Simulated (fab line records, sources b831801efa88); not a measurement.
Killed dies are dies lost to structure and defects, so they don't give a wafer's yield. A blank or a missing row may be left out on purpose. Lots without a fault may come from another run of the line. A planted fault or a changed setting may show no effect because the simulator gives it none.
A struck lot beside a sound one | flow sky130 | 14 steps out of a route of 708
Sound: wafers L417.3, L417.5, L417.6. Struck: wafers L431.2, L431.3, L431.5. The cause comes at the end.
At each step with rows: each side's tool, then ch and its chambers, then its first start. Under that, the readings that differ: sound wafers | struck wafers | difference of the means | sigmas: that difference in standard deviations of wafers without a fault.
alike: readings whose means differ by less than 2 such deviations, and words and numbers that are the same on both sides. not compared: withheld readings, readings that some wafer has no value for, bounds like >300 that may hide the same value, and numbers for which the record gives no deviation and whose values overlap.
The two part at a step that has a row with sigmas, a row that says differs or no value, or rows on one side only. Numbers that don't overlap but have no deviation are shown without sigmas and don't part them. A reading that every wafer of one side lacks parts them only if that side has two wafers or more.

first, 5 steps without rows for these wafers: SKY_LDD_N_COAT_02 (resist thk 300 nm); SKY_LDD_N_SOFTBAKE_03 (time 60 s); SKY_LDD_N_EXPOSE_04 (exposes mask NTM, target cd 840 nm); SKY_LDD_N_PEB_05; SKY_LDD_N_DEVELOP_06 (develop time 60 s).
SKY_LDD_N_OVL_MEAS_07:
  sound on overlay-02, day 18 16:01; struck on overlay-02, day 23 20:19
  alike: LDD_N_OVL
then, 6 steps without rows for these wafers: SKY_LDD_N_IMPLANT_08; SKY_LDD_N_IMPLANT_09; SKY_LDD_N_IMPLANT_10; SKY_LDD_N_IMPLANT_11; SKY_LDD_N_IMPLANT_12; SKY_LDD_N_IMPLANT_13.
SKY_LDD_N_IMPLANT_14:
  sound on implanter-02 ch 0, day 18 16:59; struck on implanter-03, day 23 21:16
  no value came back on the struck wafers for beam_energy_keV, beam_on_s (s); on the sound wafers beam_energy_keV reads 49.979 49.980 49.982
then, 1 step without rows for these wafers: SKY_LDD_N_IMPLANT_15.

WHERE THEY PART
Only at SKY_LDD_N_IMPLANT_14, within this record.

WHY: what the simulator had put in
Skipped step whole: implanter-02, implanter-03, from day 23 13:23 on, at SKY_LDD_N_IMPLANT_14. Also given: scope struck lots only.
